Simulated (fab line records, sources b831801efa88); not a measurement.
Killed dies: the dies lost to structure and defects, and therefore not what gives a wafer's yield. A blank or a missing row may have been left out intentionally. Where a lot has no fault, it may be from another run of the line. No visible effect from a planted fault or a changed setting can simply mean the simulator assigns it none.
fab line records -- flow sky130
[record] lots = 7, wafers = 21, last_day = 49
route steps=708 shown VT_ADJUST_LVTN@111 VT_ADJUST_NCORE@119 PAD_OPEN@708
lots that met no fault: from a run of the same line without faults
start_h: the number of hours between the record's first day and the start of the first shown wafer of the lot -- wait_h: hours elapsed since this lot's preceding step -- " as in the row above -- L1.1+2: several wafers, shown together as one row -- - no value present, or no start provided -- * or withheld: withheld -- < > ~ a bound
route shown NAME@n: a module of which the file shows steps, and the number in the route of the first -- usual: mean/standard deviation of fault-free wafers -- same: alike in all rows -- chamber/n: place in a boat -- sites: readings site by site -- _std_site: the values' standard deviation -- _edge_site: mean of outer sites minus mean of inner sites -- radius_mm: for every site, how far away it sits from the centre of the wafer -- mask NAME#n: copy n -- behind: the last tool/chamber to shape the wafer -- hold: reason for holding the lot/hours on hold/outcome of the hold -- device: the n, p or np transistor that did not switch -- end of line: tests of these same wafers at the route's end -- a step without rows: its recipe alone -- killed: dies that structure and defects cost at the first sort, which is not the same as the wafer's yield -- map: shows each die of a wafer: x if killed, . if not, _ if none is there
set.NAME: the run value of the setting; set.NAME@STEP: its run value at that earlier step -- model.NAME: the simulator's own value behind a step, which no gauge read
lots at some steps of the route; a table a step, a row a wafer
services: a tool's chamber out of use, with start hour (start_h, from the record's first day; less than 0 if before it), hours out, and reason
[[steps]]
[step SKY_VT_ADJUST_LVTN_SOFTBAKE_14]
[recipe] temp_c = 90, time_s = 60, resist = NOVOLAK
[step SKY_VT_ADJUST_LVTN_EXPOSE_15]
[recipe] mask_id = HVN_STD_DERIVED, na = 0.6, source_shape = conventional, sigma_outer = 0.6, polarization = unpolarized, target_cd_nm = 600, dose_mj = 163
[step SKY_VT_ADJUST_LVTN_PEB_16]
[recipe] temp_c = withheld, time_s = *, resist = NOVOLAK
[step SKY_VT_ADJUST_LVTN_DEVELOP_17]
[recipe] resist = NOVOLAK, developer = TMAH, develop_time_s = 60, dev_temp_c = 23
[step SKY_VT_ADJUST_LVTN_OVL_MEAS_18]
[usual] VT_ADJUST_LVTN_01_OVL = -0.3/1.2
lot.wafer,tool,chamber,start_h,wait_h,VT_ADJUST_LVTN_01_OVL[nm]
L312.2,overlay-01,-,180.99,0.1,1.1
L312.3,overlay-01,-,180.99,0.1,0.8
L312.6,overlay-01,-,180.99,0.1,-0.2
L314.1,overlay-02,-,193.28,0.1,-1.9
L314.2,overlay-02,-,193.28,0.1,-0.8
L314.3,overlay-02,-,193.28,0.1,-1.6
L315.2,overlay-01,-,200.79,0.1,-0.8
L315.5,overlay-01,-,200.79,0.1,1.0
L315.6,overlay-01,-,200.79,0.1,-0.1
L316.4,overlay-02,-,209.15,0.1,-0.5
L316.5,overlay-02,-,209.15,0.1,2.3
L316.6,overlay-02,-,209.15,0.1,0.8
L324.2,overlay-01,-,263.69,0.1,-0.3
L324.3,overlay-01,-,263.69,0.1,0.5
L324.4,overlay-01,-,263.69,0.1,1.4
L326.1,overlay-02,-,275.43,0.1,0.6
L326.3,overlay-02,-,275.43,0.1,-1.0
L326.5,overlay-02,-,275.43,0.1,-1.7
L328.1,overlay-01,-,296.53,0.1,0.7
L328.2,overlay-01,-,296.53,0.1,0.4
L328.4,overlay-01,-,296.53,0.1,1.3
[step SKY_VT_ADJUST_LVTN_IMPLANT_19]
[recipe] species = B, energy_kev = 30, dose_cm2 = 6.5e+11, tilt_deg = withheld
[step SKY_VT_ADJUST_LVTN_STRIP_20]
[recipe] chemistry = O2/N2, power_w = 1400, pressure_mtorr = 1500, platen_temp_c = withheld, o2_flow_sccm = 3000, n2_flow_sccm = 300, overash_fraction = 0.5
[usual] drypump_motor_current_A = 5.7/0.48, oes_product_au = 0.716/0.0044, strip_time_to_endpoint_s = 14.17/0.043
lot.wafer,tool,chamber,start_h,wait_h,drypump_motor_current_A,oes_product_au,rf_hours_counter_h,strip_time_to_endpoint_s
L312.2,plasma_asher-01,0,181.17,0.1,6.4,0.716,50,14.20
L312.3,plasma_asher-01,1,181.17,0.1,5.7,0.711,-,14.19
L312.6,plasma_asher-01,1,181.17,0.1,5.7,0.711,-,14.20
L314.1,plasma_asher-02,0,193.47,0.1,5.0,0.715,7,14.13
L314.2,plasma_asher-02,1,193.47,0.1,6.1,0.714,7,14.21
L314.3,plasma_asher-02,1,193.47,0.1,6.1,0.713,-,14.15
L315.2,plasma_asher-01,1,200.97,0.1,5.6,0.719,52,14.14
L315.5,plasma_asher-01,1,200.97,0.1,5.6,0.724,-,14.14
L315.6,plasma_asher-01,0,200.97,0.1,6.3,0.716,-,14.11
L316.4,plasma_asher-03,0,209.35,0.1,5.2,0.718,-,14.22
L316.5,plasma_asher-03,0,209.35,0.1,5.2,0.717,-,14.25
L316.6,plasma_asher-03,1,209.35,0.1,6.1,0.718,-,14.26
L324.2,plasma_asher-03,1,263.87,0.1,6.1,0.711,56,14.06
L324.3,plasma_asher-03,1,263.87,0.1,6.0,0.711,-,14.08
L324.4,plasma_asher-03,0,263.87,0.1,5.2,0.719,-,14.05
L326.1,plasma_asher-01,0,275.62,0.1,6.3,0.709,59,14.14
L326.3,plasma_asher-01,1,275.62,0.1,5.7,0.710,-,14.17
L326.5,plasma_asher-01,0,275.62,0.1,6.4,0.714,-,14.13
L328.1,plasma_asher-03,0,296.72,0.1,5.2,0.710,59,14.24
L328.2,plasma_asher-03,1,296.72,0.1,6.1,0.724,59,14.23
L328.4,plasma_asher-03,1,296.72,0.1,6.0,0.712,-,14.24
[step SKY_VT_ADJUST_LVTN_TW_MEAS_21]
[usual] VT_ADJUST_LVTN_2_TW = 189.6/2.1
lot.wafer,tool,chamber,start_h,wait_h,VT_ADJUST_LVTN_2_TW
L312.2,film_metro-02,-,181.28,0.1,189.7
L312.3,film_metro-02,-,181.28,0.1,189.8
L312.6,film_metro-02,-,181.28,0.1,189.4
L314.1,film_metro-01,-,193.57,0.1,190.8
L314.2,film_metro-01,-,193.57,0.1,190.9
L314.3,film_metro-01,-,193.57,0.1,190.8
L315.2,film_metro-01,-,201.08,0.1,191.8
L315.5,film_metro-01,-,201.08,0.1,190.1
L315.6,film_metro-01,-,201.08,0.1,190.4
L316.4,film_metro-01,-,209.45,0.1,191.3
L316.5,film_metro-01,-,209.45,0.1,190.9
L316.6,film_metro-01,-,209.45,0.1,191.0
L324.2,film_metro-02,-,263.98,0.1,189.5
L324.3,film_metro-02,-,263.98,0.1,189.3
L324.4,film_metro-02,-,263.98,0.1,188.6
L326.1,film_metro-01,-,275.72,0.1,191.1
L326.3,film_metro-01,-,275.72,0.1,191.3
L326.5,film_metro-01,-,275.72,0.1,190.7
L328.1,film_metro-02,-,296.82,0.1,189.3
L328.2,film_metro-02,-,296.82,0.1,188.2
L328.4,film_metro-02,-,296.82,0.1,190.2
[step SKY_VT_ADJUST_NCORE_DEHYDRATE_00]
[recipe] temp_c = 200, time_s = 60
[step SKY_VT_ADJUST_NCORE_HMDS_01]
[recipe] prime_time_s = 60, prime_temp_c = 120
[step SKY_VT_ADJUST_NCORE_COAT_02]
[recipe] resist = NOVOLAK, spin_rpm = 3000, resist_thk_nm = 1121
[step SKY_VT_ADJUST_NCORE_SOFTBAKE_03]
[recipe] temp_c = 90, time_s = 60, resist = NOVOLAK
[step SKY_VT_ADJUST_NCORE_EXPOSE_04]
[recipe] mask_id = LVTN_COMPLEMENT_THIN, na = 0.6, source_shape = conventional, sigma_outer = 0.6, polarization = unpolarized, target_cd_nm = 380, dose_mj = 139
[usual] exposure_dose_mJ_cm2 = 138.8/0.71
lot.wafer,tool,chamber,start_h,wait_h,mask,exposure_dose_mJ_cm2
L312.2,iline_stepper-02,0,191.42,-,LVTN_COMPLEMENT_THIN#0,139.5
L312.3,iline_stepper-02,0,191.42,-,LVTN_COMPLEMENT_THIN#0,139.6
L312.6,iline_stepper-02,0,191.42,-,LVTN_COMPLEMENT_THIN#0,139.4
L314.1,iline_stepper-02,0,204.88,-,LVTN_COMPLEMENT_THIN#0,154.0
L314.2,iline_stepper-02,0,204.88,-,LVTN_COMPLEMENT_THIN#0,153.9
L314.3,iline_stepper-02,0,204.88,-,LVTN_COMPLEMENT_THIN#0,154.2
L315.2,iline_stepper-02,0,212.46,-,LVTN_COMPLEMENT_THIN#0,154.3
L315.5,iline_stepper-02,0,212.46,-,LVTN_COMPLEMENT_THIN#0,154.4
L315.6,iline_stepper-02,0,212.46,-,LVTN_COMPLEMENT_THIN#0,154.3
L316.4,iline_stepper-02,0,219.50,-,LVTN_COMPLEMENT_THIN#0,151.3
L316.5,iline_stepper-02,0,219.50,-,LVTN_COMPLEMENT_THIN#0,151.4
L316.6,iline_stepper-02,0,219.50,-,LVTN_COMPLEMENT_THIN#0,151.4
L324.2,iline_stepper-01,0,276.42,-,LVTN_COMPLEMENT_THIN#0,138.3
L324.3,iline_stepper-01,0,276.42,-,LVTN_COMPLEMENT_THIN#0,138.0
L324.4,iline_stepper-01,0,276.42,-,LVTN_COMPLEMENT_THIN#0,138.2
L326.1,iline_stepper-01,0,288.14,-,LVTN_COMPLEMENT_THIN#0,138.2
L326.3,iline_stepper-01,0,288.14,-,LVTN_COMPLEMENT_THIN#0,138.2
L326.5,iline_stepper-01,0,288.14,-,LVTN_COMPLEMENT_THIN#0,138.2
L328.1,iline_stepper-01,0,309.90,-,LVTN_COMPLEMENT_THIN#0,138.4
L328.2,iline_stepper-01,0,309.90,-,LVTN_COMPLEMENT_THIN#0,138.2
L328.4,iline_stepper-01,0,309.90,-,LVTN_COMPLEMENT_THIN#0,138.1
[step SKY_VT_ADJUST_NCORE_PEB_05]
[recipe] temp_c = withheld, time_s = *, resist = NOVOLAK
[step SKY_VT_ADJUST_NCORE_DEVELOP_06]
[recipe] resist = NOVOLAK, developer = TMAH, develop_time_s = 60, dev_temp_c = 23
[step SKY_VT_ADJUST_NCORE_CD_MEAS_07]
[recipe] target_cd_nm = 380
[usual] cd_nm = 380.3/2.1
lot.wafer,tool,chamber,start_h,wait_h,cd_nm
L312.2,cd_sem-01,-,202.70,0.1,379.8
L312.3,cd_sem-01,-,202.70,0.1,380.4
L312.6,cd_sem-01,-,202.70,0.1,376.2
L314.1,cd_sem-02,-,215.58,0.1,405.6
L314.2,cd_sem-02,-,215.58,0.1,408.3
L314.3,cd_sem-02,-,215.58,0.1,407.4
L315.2,cd_sem-01,-,223.50,0.1,408.5
L315.5,cd_sem-01,-,223.50,0.1,412.3
L315.6,cd_sem-01,-,223.50,0.1,412.1
L316.4,cd_sem-02,-,230.94,0.1,406.1
L316.5,cd_sem-02,-,230.94,0.1,406.9
L316.6,cd_sem-02,-,230.94,0.1,407.4
L324.2,cd_sem-01,-,288.46,0.1,377.3
L324.3,cd_sem-01,-,288.46,0.1,378.2
L324.4,cd_sem-01,-,288.46,0.1,378.5
L326.1,cd_sem-01,-,299.93,0.1,380.8
L326.3,cd_sem-01,-,299.93,0.1,377.4
L326.5,cd_sem-01,-,299.93,0.1,379.8
L328.1,cd_sem-02,-,321.79,0.1,380.5
L328.2,cd_sem-02,-,321.79,0.1,383.0
L328.4,cd_sem-02,-,321.79,0.1,384.6
[step SKY_VT_ADJUST_NCORE_OVL_MEAS_08]
[usual] VT_ADJUST_NCORE_OVL = 0.4/1.4
lot.wafer,tool,chamber,start_h,wait_h,VT_ADJUST_NCORE_OVL[nm]
L312.2,overlay-02,-,202.81,0.1,1.7
L312.3,overlay-02,-,202.81,0.1,0.5
L312.6,overlay-02,-,202.81,0.1,2.9
L314.1,overlay-02,-,215.70,0.1,0.3
L314.2,overlay-02,-,215.70,0.1,1.2
L314.3,overlay-02,-,215.70,0.1,0.8
L315.2,overlay-02,-,223.61,0.1,1.9
L315.5,overlay-02,-,223.61,0.1,0.8
L315.6,overlay-02,-,223.61,0.1,1.4
L316.4,overlay-02,-,231.02,0.1,-1.2
L316.5,overlay-02,-,231.02,0.1,-1.7
L316.6,overlay-02,-,231.02,0.1,-4.0
L324.2,overlay-02,-,288.57,0.1,-0.2
L324.3,overlay-02,-,288.57,0.1,0.1
L324.4,overlay-02,-,288.57,0.1,-0.3
L326.1,overlay-01,-,300.05,0.1,0.9
L326.3,overlay-01,-,300.05,0.1,2.7
L326.5,overlay-01,-,300.05,0.1,1.0
L328.1,overlay-02,-,321.91,0.1,0.5
L328.2,overlay-02,-,321.91,0.1,0.3
L328.4,overlay-02,-,321.91,0.1,1.5
[step SKY_PAD_OPEN_PROBE_99]
[usual] killed_at_M0_to_M3 = 45/6.8, killed_at_M4_up = 3.1/2, killed_at_contacts = 23/5.2, killed_at_front_end = 14/3.7, killed_at_other = 0.3/0.61, killed_dies = 86/9, killed_open = 46/6.9, killed_short = 39/6.4
[same] gross_dies = 492, killed_at_back_side = 0
lot.wafer,tool,chamber,start_h,wait_h,killed_at_M0_to_M3,killed_at_M4_up,killed_at_contacts,killed_at_front_end,killed_at_other,killed_dies,killed_open,killed_short
L312.2,prober-02,-,1089.00,0.1,44,2,28,13,0,87,49,38
L312.3,prober-02,-,1089.05,0.2,46,3,15,22,1,87,50,36
L312.6,prober-02,-,1089.20,0.2,33,2,19,18,0,72,35,37
L314.3,prober-02,-,1103.87,0.2,48,4,13,11,2,78,44,32
L315.2,prober-01,-,1109.80,0.1,44,1,20,17,1,83,40,43
L315.5,prober-01,-,1109.95,0.2,56,5,14,13,0,88,41,46
L315.6,prober-01,-,1110.00,0.2,46,1,17,16,0,80,33,47
L326.1,prober-02,-,1167.19,0.1,40,0,22,15,1,78,46,32
L326.3,prober-02,-,1167.29,0.2,51,2,27,17,0,97,55,42
L326.5,prober-02,-,1167.39,0.2,48,3,26,17,0,94,51,42
// killed by level:class
L312.2 CONTACT:geometric_particle:open=10 LI_CONTACT:geometric_particle:open=8 VIA1:geometric_particle:open=7 METAL1:geometric_particle:short=7 METAL2:geometric_particle:short=6 VIA3:geometric_particle:open=6 VIA2:geometric_particle:open=6 FIELD_ISO:geometric_particle:open=5
L312.3 METAL1:geometric_particle:short=10 VIA1:geometric_particle:open=9 VIA1:geometric_particle:short=8 CONTACT:geometric_particle:open=8 VIA2:geometric_particle:open=7 FIELD_ISO:geometric_particle:open=6 POLY_GATE:geometric_particle:open=6 VIA3:geometric_particle:open=6
L312.6 VIA1:geometric_particle:open=9 FIELD_ISO:geometric_particle:short=7 CONTACT:geometric_particle:open=7 FIELD_ISO:geometric_particle:open=6 METAL2:geometric_particle:short=5 VIA1:geometric_particle:short=4 VIA3:geometric_particle:open=3 VIA3:geometric_particle:short=3
L314.3 VIA1:geometric_particle:open=12 VIA3:geometric_particle:open=8 VIA2:geometric_particle:open=6 LI_CONTACT:geometric_particle:open=5 METAL1:geometric_particle:short=5 VIA3:geometric_particle:short=5 CONTACT:geometric_particle:open=4 VIA1:geometric_particle:short=4
L315.2 METAL2:geometric_particle:short=8 CONTACT:geometric_particle:open=7 VIA3:geometric_particle:open=7 VIA1:geometric_particle:open=6 FIELD_ISO:geometric_particle:short=5 LOCAL_INTERCONNECT:geometric_particle:short=5 LI_CONTACT:geometric_particle:short=4 METAL1:geometric_particle:short=4
L315.5 VIA1:geometric_particle:open=11 METAL2:geometric_particle:short=8 VIA1:geometric_particle:short=7 METAL1:geometric_particle:short=7 VIA3:geometric_particle:open=6 VIA2:geometric_particle:open=5 POLY_GATE:geometric_particle:open=4 METAL4:geometric_particle:short=4
L315.6 METAL1:geometric_particle:short=8 LI_CONTACT:geometric_particle:open=6 METAL2:geometric_particle:short=6 METAL3:geometric_particle:short=6 VIA2:geometric_particle:open=5 FIELD_ISO:geometric_particle:short=4 FIELD_ISO:geometric_particle:open=4 POLY_GATE:geometric_particle:open=4
L326.1 CONTACT:geometric_particle:open=11 VIA1:geometric_particle:open=10 METAL2:geometric_particle:short=9 VIA2:geometric_particle:open=6 LI_CONTACT:geometric_particle:open=5 FIELD_ISO:geometric_particle:open=4 POLY_GATE:geometric_particle:open=4 METAL1:geometric_particle:short=4
L326.3 CONTACT:geometric_particle:open=11 VIA3:geometric_particle:short=10 VIA3:geometric_particle:open=10 LI_CONTACT:geometric_particle:open=8 FIELD_ISO:geometric_particle:short=7 VIA2:geometric_particle:open=7 VIA1:geometric_particle:open=7 POLY_GATE:geometric_particle:open=4
L326.5 CONTACT:geometric_particle:open=13 VIA1:geometric_particle:open=12 METAL1:geometric_particle:short=7 VIA2:geometric_particle:open=6 VIA3:geometric_particle:open=6 VIA3:geometric_particle:short=5 LI_CONTACT:geometric_particle:open=4 METAL2:geometric_particle:short=4
[[services]]
tool,chamber,start_h,hours,kind
iline_stepper-02,0,158.74,-,calibration
plasma_asher-03,-,174.20,0.9,repair
iline_stepper-02,-,186.10,2.1,pm
iline_stepper-02,-,188.18,-,consumable_replace:lamp
iline_stepper-01,-,200.28,1.7,pm
iline_stepper-02,-,215.89,1.7,pm
plasma_asher-03,-,237.18,1.0,repair
iline_stepper-01,0,290.88,-,calibration
iline_stepper-01,-,297.25,4.4,pm
[[key]]
[first_sign] step = SKY_VT_ADJUST_NCORE_EXPOSE_04, reading = exposure_dose_mJ_cm2, direction = up, sigmas = 20, usual = *, struck = *
[effect] step = SKY_VT_ADJUST_NCORE_CD_MEAS_07, reading = cd_nm, direction = up, sigmas = 13, usual = 380.3, struck = 408.3, through = control_loop
met_at SKY_VT_ADJUST_NCORE_EXPOSE_04
struck_wafers L314.1,L314.2,L314.3,L315.2,L315.5,L315.6,L316.4,L316.5,L316.6
tester_left_out L314,L315,L316
[loop_trim] step = SKY_VT_ADJUST_NCORE_EXPOSE_04, setting = dose, lots = L316
onset_between 191.42 204.88
[fault] kind = process_parameter_drift, tool = iline_stepper-02, chamber = -, onset_h = 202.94, steps = SKY_VT_ADJUST_NCORE_EXPOSE_04, channel = dose_mj, offset = 14.658, shape = step, acts_in = these_recipes_only, stated = 139
// tester_left_out: of these lots the tester's yield and bins aren't shown, on N5 and GAA mostly nor the transistor test; their killed dies are dies lost to structure and defects alone, not to doping, threshold or leakage, so they don't give the yield
// loop_trim: a control loop set the setting to another value than it would have without faults
